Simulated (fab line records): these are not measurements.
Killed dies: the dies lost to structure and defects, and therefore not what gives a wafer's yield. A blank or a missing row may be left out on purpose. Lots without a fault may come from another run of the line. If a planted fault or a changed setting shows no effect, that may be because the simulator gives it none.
fab line records | flow gf180mcu
record: lots: 24 wafers: 72 last-day: 34
route steps=602 shown CONTACT@309 M2@367 V3@445 V4@481 MIM@508
lots that met no fault: taken from a fault-free run of the same line
start-h: start of the lot's first displayed wafer, in hours after the record's first day | wait-h: hours since the lot's step before | " repeats the value in the row above | L1.1+2: several wafers, shown together as one row | - no value present, or no start provided | * or withheld: withheld | < > ~ a bound
route shown NAME@n: a module of which the file shows steps, and the number in the route of the first | usual: mean/standard deviation of fault-free wafers | same: alike in all rows | chamber/n: place in a boat | sites: per-site readings | _std_site: the values' standard deviation | _edge_site: mean of outer sites minus mean of inner sites | radius-mm: for every site, how far away it sits from the centre of the wafer | mask NAME#n: copy n | behind: the tool/chamber that last shaped the wafer | hold: the reason the lot was held/the length of the hold in hours/how it ended | device: which transistor (n, p or np) failed to switch | end of line: the route-end tests of the same wafers | a step without rows: its recipe alone | killed: not the wafer's yield, but the dies lost to structure and defects at the first sort | map: shows each die of a wafer: x if killed, . if not, _ if none is there
set.NAME: the setting the step ran with; set.NAME@STEP: the setting that earlier step ran with | model.NAME: the simulator's own value behind a step, which no gauge read
route steps across a sampled set of lots; one table per step, one row per wafer
services: from which hour (start-h, from the record's first day; less than 0 if before it) a tool's chamber was out of use, for how many hours, and why
== steps ==
step: GF_CONTACT_SPUTTER_22
recipe: material: Ti target-thk-nm: 15 chamber-pressure-pa: 5 power-w: 2500 substrate-temp-c: 200 time-s: 80.02
usual: throttle-valve-pct: 30.3/1.4
same: time-s: 80.02
columns lot.wafer tool chamber start-h wait-h throttle-valve-pct
L074.2 pvd-sputter-02 - 355.17 0.0 27.4
L074.3 " - " " 31.3
L074.5 " - " " 27.3
L075.2 pvd-sputter-02 - 360.97 0.0 29.7
L075.4 " - " " 27.4
L075.6 " - " " 31.1
L076.1 pvd-sputter-02 - 377.71 0.0 31.5
L076.3 " - " " 27.6
L076.4 " - " " 31.6
L077.4 pvd-sputter-03 - 382.09 0.0 30.5
L077.5 " - " " 29.1
L077.6 " - " " 30.2
L078.3 pvd-sputter-03 - 397.82 0.0 30.6
L078.4 " - " " 29.4
L078.6 " - " " 29.3
L080.3 pvd-sputter-03 - 412.86 0.0 30.5
L080.5 " - " " 31.0
L080.6 " - " " 30.6
L079.1 pvd-sputter-01 - 412.94 0.0 31.7
L079.4 " - " " 30.9
L079.6 " - " " 29.6
L081.1 pvd-sputter-02 - 430.72 0.0 31.5
L081.3 " - " " 30.2
L081.5 " - " " 27.3
L082.3 pvd-sputter-02 - 437.50 0.0 29.7
L082.4 " - " " 31.4
L082.5 " - " " 29.9
L083.2 pvd-sputter-02 - 460.86 0.0 31.7
L083.4 " - " " 27.3
L083.5 " - " " 27.5
L085.4 pvd-sputter-02 - 461.89 0.0 31.3
L085.5 " - " " 29.8
L085.6 " - " " 31.5
L084.2 pvd-sputter-02 - 468.03 0.0 27.3
L084.5 " - " " 31.6
L084.6 " - " " 31.4
L086.1 pvd-sputter-03 - 482.98 0.0 30.5
L086.3 " - " " 30.9
L086.4 " - " " 29.4
L087.2 pvd-sputter-02 - 483.33 0.0 29.8
L087.4 " - " " 27.5
L087.6 " - " " 29.7
L088.2 pvd-sputter-02 - 495.07 0.0 31.6
L088.5 " - " " 31.3
L088.6 " - " " 29.6
L089.3 pvd-sputter-01 - 500.58 0.0 31.6
L089.4 " - " " 31.2
L089.6 " - " " 31.0
L090.2 pvd-sputter-02 - 512.42 0.0 31.4
L090.3 " - " " 27.2
L090.5 " - " " 31.7
L092.1 pvd-sputter-02 - 516.56 0.0 31.8
L092.2 " - " " 31.6
L092.6 " - " " 31.4
L091.1 pvd-sputter-03 - 517.82 0.0 30.4
L091.2 " - " " 29.2
L091.4 " - " " 31.1
L093.4 pvd-sputter-02 - 528.81 0.0 27.6
L093.5 " - " " 31.5
L093.6 " - " " 31.2
L094.2 pvd-sputter-01 - 537.91 0.0 31.5
L094.3 " - " " 31.4
L094.4 " - " " 31.2
L095.2 pvd-sputter-01 - 552.17 0.0 31.4
L095.4 " - " " 31.1
L095.5 " - " " 31.0
L096.2 pvd-sputter-01 - 553.68 0.0 31.1
L096.3 " - " " 31.3
L096.5 " - " " 31.4
L097.3 pvd-sputter-02 - 564.03 0.0 31.6
L097.4 " - " " 27.3
L097.5 " - " " 27.3
step: GF_M2_RS_MEAS_05
recipe: thk-meas-gauge: four-point-probe reads: TiN_of_M2_SPUTTER_04+Ti_of_M2_SPUTTER_03+AlCu_of_M2_SPUTTER_02+TiN_of_M2_SPUTTER_01+Ti_of_M2_SPUTTER_00
usual: M2_ALCU_RS: 0.0693/0.00066
columns lot.wafer tool chamber start-h wait-h M2_ALCU_RS[ohm/sq]
L074.2 film-metro-04 - 403.73 0.0 0.0690
L074.3 " - " " 0.0682
L074.5 " - " " 0.0692
L075.2 film-metro-02 - 409.15 0.0 0.0686
L075.4 " - " " 0.0690
L075.6 " - " " 0.0685
L076.1 film-metro-04 - 430.34 0.0 0.0693
L076.3 " - " " 0.0689
L076.4 " - " " 0.0685
L077.4 film-metro-03 - 433.18 0.1 0.0697
L077.5 " - " " 0.0695
L077.6 " - " " 0.0700
L078.3 film-metro-03 - 449.71 0.1 0.0691
L078.4 " - " " 0.0694
L078.6 " - " " 0.0695
L080.3 film-metro-02 - 465.36 0.1 0.0702
L080.5 " - " " 0.0707
L080.6 " - " " 0.0695
L079.1 film-metro-04 - 465.42 0.0 0.0686
L079.4 " - " " 0.0684
L079.6 " - " " 0.0684
L081.1 film-metro-02 - 483.22 0.0 0.0693
L081.3 " - " " 0.0694
L081.5 " - " " 0.0697
L082.3 film-metro-03 - 489.86 0.1 0.0681
L082.4 " - " " 0.0693
L082.5 " - " " 0.0691
L083.2 film-metro-03 - 511.81 0.0 0.0706
L083.4 " - " " 0.0711
L083.5 " - " " 0.0710
L085.4 film-metro-04 - 514.42 0.1 0.0687
L085.5 " - " " 0.0693
L085.6 " - " " 0.0698
L084.2 film-metro-02 - 520.06 0.0 0.0705
L084.5 " - " " 0.0703
L084.6 " - " " 0.0694
L086.1 film-metro-03 - 533.72 0.0 0.0697
L086.3 " - " " 0.0702
L086.4 " - " " 0.0697
L087.2 film-metro-04 - 534.39 0.0 0.0687
L087.4 " - " " 0.0688
L087.6 " - " " 0.0684
L088.2 film-metro-02 - 545.99 0.0 0.0694
L088.5 " - " " 0.0701
L088.6 " - " " 0.0696
L089.3 film-metro-04 - 550.53 0.1 0.0692
L089.4 " - " " 0.0686
L089.6 " - " " 0.0690
L090.2 film-metro-04 - 562.00 0.0 0.0692
L090.3 " - " " 0.0691
L090.5 " - " " 0.0691
L092.1 film-metro-04 - 565.10 0.0 0.0695
L092.2 " - " " 0.0705
L092.6 " - " " 0.0692
L091.1 film-metro-04 - 567.01 0.0 0.0693
L091.2 " - " " 0.0684
L091.4 " - " " 0.0696
L093.4 film-metro-02 - 577.71 0.1 0.0700
L093.5 " - " " 0.0699
L093.6 " - " " 0.0695
L094.2 film-metro-02 - 586.14 0.0 0.0687
L094.3 " - " " 0.0691
L094.4 " - " " 0.0691
L095.2 film-metro-04 - 598.12 0.0 0.0700
L095.4 " - " " 0.0699
L095.5 " - " " 0.0690
L096.2 film-metro-03 - 601.43 0.0 0.0685
L096.3 " - " " 0.0686
L096.5 " - " " 0.0687
L097.3 film-metro-02 - 611.51 0.1 0.0686
L097.4 " - " " 0.0685
L097.5 " - " " 0.0693
step: GF_M2_STRIP_17
recipe: chemistry: O2/N2 power-w: 1400 pressure-mtorr: 1500 platen-temp-c: 250 o2-flow-sccm: 3000 n2-flow-sccm: 300 overash-fraction: 0.5
usual: drypump-motor-current-A: 6.0/0.51 heater-power-w: 325/21 n2-flow-sccm: 300.1/0.89 oes-product-au: 0.557/0.0046 strip-time-to-endpoint-s: 7.85/0.047
columns lot.wafer tool chamber start-h wait-h drypump-motor-current-A heater-power-w n2-flow-sccm oes-product-au rf-hours-counter-h strip-time-to-endpoint-s
L074.2 plasma-asher-02 0 427.56 0.1 5.7 314 300.9 0.567 78 7.90
L074.3 " 0 " " 5.7 318 301.0 0.556 - 7.87
L074.5 " 1 " " 6.5 303 300.3 0.560 - 7.87
L075.2 plasma-asher-01 0 433.16 0.1 5.8 310 298.2 0.553 0 7.95
L075.4 " 1 " " 5.3 341 300.6 0.571 - 7.93
L075.6 " 0 " " 5.7 304 300.1 0.565 - 7.94
L076.1 plasma-asher-02 0 454.79 0.1 5.7 316 299.8 0.555 81 7.84
L076.3 " 1 " " 6.5 306 300.1 0.556 - 7.81
L076.4 " 0 " " 5.7 309 299.7 0.553 - 7.89
L077.4 plasma-asher-02 1 457.25 0.1 6.5 307 300.0 0.559 - 7.91
L077.5 " 1 " " 6.5 309 298.4 0.560 - 7.92
L077.6 " 0 " " 5.7 313 299.8 0.559 - 7.92
L078.3 plasma-asher-02 0 473.39 0.1 5.7 307 299.0 0.551 - 7.92
L078.4 " 1 " " 6.4 303 300.0 0.564 - 7.93
L078.6 " 1 " " 6.5 306 300.0 0.551 - 7.94
L080.3 plasma-asher-02 0 489.39 0.1 5.7 309 299.8 0.558 - 7.85
L080.5 " 0 " " 5.7 312 298.6 0.559 - 7.89
L080.6 " 1 " " 6.5 315 299.3 0.551 - 7.91
L079.1 plasma-asher-01 1 489.84 0.1 5.3 360 299.2 0.563 6 7.78
L079.4 " 0 " " 5.8 310 300.1 0.559 - 7.87
L079.6 " 0 " " 5.7 314 300.0 0.553 - 7.88
L081.1 plasma-asher-02 1 507.11 0.1 6.5 309 300.4 0.554 88 7.82
L081.3 " 1 " " 6.5 298 300.7 0.559 - 7.76
L081.5 " 1 " " 6.5 301 300.7 0.555 - 7.85
L082.3 plasma-asher-01 0 514.14 0.1 5.7 314 299.0 0.560 - 7.76
L082.4 " 1 " " 5.3 350 300.3 0.556 - 7.90
L082.5 " 0 " " 5.7 306 300.4 0.545 - 7.76
L083.2 plasma-asher-03 1 535.37 0.1 6.8 357 301.6 0.550 76 7.75
L083.4 " 0 " " 5.8 313 301.6 0.563 - 7.84
L083.5 " 0 " " 5.8 305 300.4 0.555 - 7.78
L085.4 plasma-asher-03 1 536.65 0.1 6.8 344 301.8 0.559 - 7.81
L085.5 " 0 " " 5.8 319 299.4 0.558 - 7.77
L085.6 " 1 " " 6.7 360 300.6 0.562 - 7.88
L084.2 plasma-asher-01 0 543.56 0.1 5.7 307 301.1 0.560 10 7.79
L084.5 " 1 " " 5.4 342 300.1 0.558 - 7.87
L084.6 " 0 " " 5.7 312 299.4 0.560 - 7.81
L086.1 plasma-asher-03 0 556.76 0.1 5.8 314 300.6 0.554 79 7.81
L086.3 " 0 " " 5.7 319 298.5 0.560 - 7.85
L086.4 " 1 " " 6.8 352 300.1 0.560 - 7.93
L087.2 plasma-asher-02 0 557.47 0.1 5.7 311 300.7 0.563 94 7.84
L087.4 " 0 " " 5.7 319 300.1 0.557 - 7.89
L087.6 " 0 " " 5.7 313 299.4 0.553 - 7.84
L088.2 plasma-asher-03 0 568.84 0.1 5.8 318 300.3 0.546 80 7.82
L088.5 " 1 " " 6.8 355 299.1 0.560 - 7.82
L088.6 " 0 " " 5.8 315 300.6 0.550 - 7.82
L089.3 plasma-asher-01 1 572.14 0.1 5.3 354 301.0 0.558 - 7.87
L089.4 " 0 " " 5.7 306 298.8 0.554 - 7.82
L089.6 " 0 " " 5.7 309 300.2 0.554 - 7.80
L090.2 plasma-asher-03 1 584.24 0.1 6.8 364 300.8 0.560 81 7.87
L090.3 " 0 " " 5.8 311 300.4 0.560 - 7.79
L090.5 " 0 " " 5.8 307 300.2 0.552 - 7.79
L092.1 plasma-asher-03 1 586.76 0.1 6.8 355 300.0 0.562 82 7.88
L092.2 " 0 " " 5.8 308 298.1 0.559 82 7.84
L092.6 " 1 " " 6.8 356 299.9 0.554 - 7.84
L091.1 plasma-asher-01 1 588.61 0.1 5.3 346 300.7 0.564 15 7.84
L091.2 " 0 " " 5.7 306 299.4 0.557 15 7.86
L091.4 " 1 " " 5.3 356 299.8 0.555 - 7.88
L093.4 plasma-asher-03 0 599.60 0.1 5.8 315 299.5 0.557 - 7.85
L093.5 " 1 " " 6.8 353 298.2 0.554 - 7.85
L093.6 " 0 " " 5.8 312 299.5 0.553 - 7.78
L094.2 plasma-asher-03 0 607.11 0.1 5.8 317 301.2 0.548 83 7.80
L094.3 " 0 " " 5.8 310 301.1 0.556 - 7.81
L094.4 " 1 " " 6.8 350 300.8 0.557 - 7.90
L095.2 plasma-asher-01 0 618.96 0.1 5.8 311 301.1 0.560 18 7.90
L095.4 " 1 " " 5.3 355 299.8 0.556 - 7.93
L095.5 " 0 " " 5.7 310 301.8 0.558 - 7.92
L096.2 plasma-asher-03 1 622.14 0.1 6.8 348 300.8 0.557 85 7.79
L096.3 " 1 " " 6.8 357 300.1 0.568 - 7.87
L096.5 " 0 " " 5.8 308 298.3 0.558 - 7.83
L097.3 plasma-asher-01 0 631.70 0.1 5.7 304 301.0 0.553 - 7.75
L097.4 " 1 " " 5.3 343 298.8 0.561 - 7.85
L097.5 " 0 " " 5.7 303 301.0 0.548 - 7.85
step: GF_V3_ETCH_16
recipe: chemistry: N2/H2 target-depth-a: withheld overetch-a: withheld time-s: withheld target: BARC ion-energy-ev: 200 source-w: 500 bias-w: 100 pressure-mtorr: 30 n2-flow-sccm: 100 h2-flow-sccm: 200
usual: drypump-motor-current-A: 5.6/0.59 n2-flow-sccm: 99.98/0.29 oes-product-au: 0.854/0.0045 throttle-valve-pct: 13.224/0.0087
columns lot.wafer tool chamber start-h wait-h drypump-motor-current-A n2-flow-sccm oes-product-au throttle-valve-pct
L074.2 rie-diel-04 0 503.65 0.0 5.4 99.86 0.852 13.234
L074.3 " 2 " " 6.2 99.66 0.856 13.225
L074.5 " 2 " " 6.1 99.72 0.853 13.212
L075.2 rie-diel-04 2 510.00 0.0 6.1 99.45 0.852 13.237
L075.4 " 0 " " 5.4 99.67 0.851 13.226
L075.6 " 2 " " 6.2 99.27 0.855 13.226
L076.1 rie-diel-04 1 530.00 0.0 5.6 100.13 0.855 13.227
L076.3 " 0 " " 5.4 100.54 0.854 13.225
L076.4 " 2 " " 6.2 99.67 0.851 13.237
L077.4 rie-diel-03 3 533.79 0.0 6.6 99.97 0.851 13.220
L077.5 " 0 " " 5.1 100.08 0.860 13.218
L077.6 " 3 " " 6.7 99.71 0.858 13.234
L078.3 rie-diel-02 2 546.94 0.0 5.9 100.04 0.853 13.201
L078.4 " 1 " " 6.4 100.07 0.864 13.213
L078.6 " 2 " " 5.9 99.89 0.849 13.239
L080.3 rie-diel-03 2 562.54 0.0 5.1 99.87 0.860 13.219
L080.5 " 3 " " 6.6 99.87 0.858 13.222
L080.6 " 2 " " 5.1 100.12 0.854 13.228
L079.1 rie-diel-02 3 563.70 0.0 5.7 100.02 0.849 13.224
L079.4 " 0 " " 6.2 99.55 0.850 13.217
L079.6 " 1 " " 6.4 100.40 0.849 13.216
L081.1 rie-diel-03 2 579.75 0.0 5.1 99.97 0.854 13.215
L081.3 " 0 " " 5.1 99.74 0.857 13.217
L081.5 " 0 " " 5.1 99.92 0.857 13.216
L082.3 rie-diel-02 0 585.30 0.0 6.2 100.15 0.860 13.222
L082.4 " 3 " " 5.7 100.20 0.858 13.218
L082.5 " 2 " " 5.9 99.96 0.847 13.217
L083.2 rie-diel-02 3 605.55 0.0 5.7 99.47 0.859 13.221
L083.4 " 1 " " 6.4 100.67 0.851 13.220
L083.5 " 3 " " 5.7 100.12 0.857 13.218
L085.4 rie-diel-04 1 606.30 0.0 5.6 99.65 0.847 13.225
L085.5 " 3 " " 5.0 99.61 0.851 13.235
L085.6 " 2 " " 6.1 100.00 0.851 13.217
L084.2 rie-diel-02 0 614.35 0.0 6.1 100.29 0.855 13.220
L084.5 " 1 " " 6.4 100.24 0.855 13.229
L084.6 " 2 " " 5.9 100.11 0.853 13.220
L086.1 rie-diel-03 0 625.79 0.0 5.1 99.54 0.852 13.231
L086.3 " 3 " " 6.6 100.07 0.857 13.226
L086.4 " 1 " " 5.1 99.97 0.862 13.225
L087.2 rie-diel-04 3 626.25 0.0 5.0 100.00 0.856 13.216
L087.4 " 2 " " 6.1 100.01 0.850 13.222
L087.6 " 3 " " 5.0 99.99 0.853 13.223
L088.2 rie-diel-03 3 634.96 0.0 6.7 99.57 0.858 13.226
L088.5 " 1 " " 5.1 100.26 0.852 13.229
L088.6 " 0 " " 5.1 99.74 0.854 13.229
L089.3 rie-diel-02 3 638.24 0.0 5.7 100.29 0.856 13.223
L089.4 " 0 " " 6.2 99.54 0.849 13.226
L089.6 " 1 " " 6.4 100.19 0.851 13.224
L090.2 rie-diel-03 2 648.55 0.0 5.1 100.21 0.853 13.204
L090.3 " 0 " " 5.1 100.04 0.857 13.228
L090.5 " 2 " " 5.1 100.15 0.858 13.241
L092.1 rie-diel-04 0 653.34 0.0 5.4 100.54 0.860 13.230
L092.2 " 1 " " 5.6 99.52 0.855 13.230
L092.6 " 3 " " 5.0 100.12 0.852 13.242
L091.1 rie-diel-03 1 654.59 0.0 5.1 99.72 0.852 13.230
L091.2 " 3 " " 6.6 100.26 0.849 13.235
L091.4 " 2 " " 5.1 100.30 0.848 13.214
L093.4 rie-diel-03 1 663.25 0.0 5.1 99.86 0.851 13.226
L093.5 " 0 " " 5.1 99.96 0.853 13.213
L093.6 " 3 " " 6.6 100.07 0.859 13.223
L094.2 rie-diel-03 0 671.09 0.0 5.0 100.20 0.845 13.233
L094.3 " 3 " " 6.6 99.95 0.856 13.208
L094.4 " 1 " " 5.1 99.71 0.856 13.221
L095.2 rie-diel-03 2 681.95 0.0 5.1 99.94 0.856 13.231
L095.4 " 0 " " 5.1 99.57 0.860 13.219
L095.5 " 3 " " 6.6 100.44 0.847 13.228
L096.2 rie-diel-03 0 685.30 0.0 5.0 99.92 0.858 13.228
L096.3 " 3 " " 6.6 100.39 0.846 13.235
L096.5 " 2 " " 5.1 100.42 0.848 13.220
L097.3 rie-diel-04 1 693.84 0.0 5.6 100.20 0.853 13.226
L097.4 " 3 " " 5.0 99.43 0.857 13.227
L097.5 " 0 " " 5.4 99.82 0.856 13.224
step: GF_V4_BOW_MEAS_05
recipe: mode: bow
usual: V4_BOW: 136/8.4
columns lot.wafer tool chamber start-h wait-h V4_BOW[um]
L074.2 film-metro-02 - 529.81 0.2 127
L074.3 " - " " 133
L074.5 " - " " 142
L075.2 film-metro-02 - 536.21 0.1 116
L075.4 " - " " 136
L075.6 " - " " 132
L076.1 film-metro-01 - 555.96 0.1 138
L076.3 " - " " 126
L076.4 " - " " 134
L077.4 film-metro-03 - 559.20 0.2 137
L077.5 " - " " 141
L077.6 " - " " 136
L078.3 film-metro-02 - 572.04 0.3 151
L078.4 " - " " 149
L078.6 " - " " 153
L080.3 film-metro-03 - 587.37 0.3 130
L080.5 " - " " 135
L080.6 " - " " 135
L079.1 film-metro-02 - 588.59 0.1 143
L079.4 " - " " 125
L079.6 " - " " 144
L081.1 film-metro-02 - 603.87 0.2 145
L081.3 " - " " 134
L081.5 " - " " 138
L082.3 film-metro-03 - 609.42 0.3 137
L082.4 " - " " 141
L082.5 " - " " 142
L083.2 film-metro-02 - 628.41 0.3 129
L083.4 " - " " 146
L083.5 " - " " 148
L085.4 film-metro-02 - 629.13 0.2 158
L085.5 " - " " 148
L085.6 " - " " 141
L084.2 film-metro-02 - 636.65 0.1 131
L084.5 " - " " 124
L084.6 " - " " 138
L086.1 film-metro-01 - 648.70 0.1 123
L086.3 " - " " 122
L086.4 " - " " 125
L087.2 film-metro-03 - 648.91 0.1 129
L087.4 " - " " 122
L087.6 " - " " 128
L088.2 film-metro-02 - 657.61 0.3 142
L088.5 " - " " 134
L088.6 " - " " 149
L089.3 film-metro-03 - 660.35 0.1 142
L089.4 " - " " 129
L089.6 " - " " 130
L090.2 film-metro-02 - 670.65 0.2 135
L090.3 " - " " 148
L090.5 " - " " 144
L092.1 film-metro-01 - 675.67 0.2 139
L092.2 " - " " 131
L092.6 " - " " 128
L091.1 film-metro-02 - 676.38 0.1 141
L091.2 " - " " 142
L091.4 " - " " 117
L093.4 film-metro-02 - 685.01 0.3 142
L093.5 " - " " 133
L093.6 " - " " 131
L094.2 film-metro-03 - 693.59 0.2 116
L094.3 " - " " 129
L094.4 " - " " 122
L095.2 film-metro-01 - 704.02 0.2 148
L095.4 " - " " 144
L095.5 " - " " 139
L096.2 film-metro-03 - 706.56 0.3 139
L096.3 " - " " 146
L096.5 " - " " 133
L097.3 film-metro-02 - 714.83 0.2 132
L097.4 " - " " 138
L097.5 " - " " 146
step: GF_MIM_CVD_05
recipe: material: Si3N4 target-thk-nm: 42 temp-max-c: 400 temp-c: 385 time-s: 29.086 rf-w: 450
usual: heater-power-outer-w: 397/76 heater-power-w: 680/120
same: time-s: 29.086
columns lot.wafer tool chamber start-h wait-h heater-power-outer-w heater-power-w
L074.2 pecvd-01 2 554.59 0.0 424 733
L074.3 " 0 " " 477 864
L074.5 " 2 " " 436 780
L075.2 pecvd-04 1 560.92 0.0 337 572
L075.4 " 0 " " 293 525
L075.6 " 2 " " 353 581
L076.1 pecvd-01 2 580.13 0.0 344 620
L076.3 " 0 " " 463 840
L076.4 " 2 " " 341 635
L077.4 pecvd-04 1 583.72 0.0 312 555
L077.5 " 0 " " 295 525
L077.6 " 2 " " 348 573
L078.3 pecvd-02 0 594.50 0.0 441 766
L078.4 " 1 " " 350 659
L078.6 " 2 " " 371 636
L080.3 pecvd-04 0 609.32 0.0 298 518
L080.5 " 0 " " 284 524
L080.6 " 1 " " 350 590
L079.1 pecvd-01 1 611.68 0.0 397 646
L079.4 " 1 " " 403 671
L079.6 " 0 " " 556 943
L081.1 pecvd-02 0 626.42 0.0 520 857
L081.3 " 1 " " 337 629
L081.5 " 0 " " 509 859
L082.3 pecvd-02 2 631.77 0.0 394 680
L082.4 " 2 " " 409 677
L082.5 " 0 " " 516 854
L083.2 pecvd-04 1 650.51 0.0 351 617
L083.4 " 2 " " 348 575
L083.5 " 1 " " 359 624
L085.4 pecvd-02 2 650.83 0.0 390 662
L085.5 " 0 " " 529 851
L085.6 " 2 " " 390 687
L084.2 pecvd-04 2 658.42 0.0 304 524
L084.5 " 1 " " 382 633
L084.6 " 0 " " 313 545
L087.2 pecvd-04 1 669.78 0.0 362 626
L087.4 " 1 " " 370 615
L087.6 " 0 " " 309 541
L086.1 pecvd-01 1 670.08 0.0 460 740
L086.3 " 2 " " 441 724
L086.4 " 2 " " 437 750
L088.2 pecvd-01 0 678.02 0.0 523 918
L088.5 " 1 " " 423 666
L088.6 " 0 " " 539 921
L089.3 pecvd-01 1 681.75 0.0 383 610
L089.4 " 1 " " 386 622
L089.6 " 2 " " 411 711
L090.2 pecvd-02 0 690.95 0.0 525 860
L090.3 " 1 " " 399 696
L090.5 " 0 " " 517 861
L092.1 pecvd-02 0 695.71 0.0 496 835
L092.2 " 1 " " 311 596
L092.6 " 0 " " 487 808
L091.1 pecvd-04 0 696.88 0.0 310 548
L091.2 " 2 " " 277 487
L091.4 " 0 " " 309 546
L093.4 pecvd-02 0 705.14 0.0 461 762
L093.5 " 2 " " 414 680
L093.6 " 1 " " 356 644
L094.2 pecvd-04 0 713.13 0.0 272 479
L094.3 " 2 " " 340 569
L094.4 " 0 " " 267 496
L095.2 pecvd-01 0 723.65 0.0 575 979
L095.4 " 0 " " 558 971
L095.5 " 2 " " 396 703
L096.2 pecvd-02 2 726.47 0.0 340 580
L096.3 " 1 " " 386 701
L096.5 " 2 " " 344 608
L097.3 pecvd-01 2 743.19 0.0 405 703
L097.4 " 2 " " 415 702
L097.5 " 1 " " 429 684
== services ==
columns tool chamber start-h hours kind
plasma-asher-03 - 332.94 2.3 repair
rie-diel-03 2 348.04 4.6 repair
plasma-asher-01 - 361.16 1.3 repair
pecvd-04 - 403.58 0.8 repair
pecvd-01 - 418.29 1.8 repair
pecvd-04 0 419.64 14.1 repair
plasma-asher-01 - 421.25 9.0 pm
rie-diel-03 1 424.19 10.0 repair
plasma-asher-03 - 428.83 2.8 repair
plasma-asher-03 - 429.86 11.1 repair
rie-diel-03 2 452.70 2.6 repair
plasma-asher-01 - 470.18 7.7 repair
pecvd-01 - 474.60 1.8 repair
rie-diel-03 2 482.96 4.8 repair
pvd-sputter-02 - 517.58 5.1 repair
plasma-asher-01 - 521.62 21.6 repair
pecvd-02 - 540.26 6.0 pm
plasma-asher-01 - 560.86 1.8 repair
plasma-asher-03 - 570.88 0.4 repair
pecvd-01 - 571.06 1.9 repair
rie-diel-03 2 582.14 4.1 repair
pvd-sputter-02 - 600.47 3.8 repair
rie-diel-03 - 650.84 2.8 pm
pvd-sputter-02 - 667.29 0.6 repair
== key ==
fault none
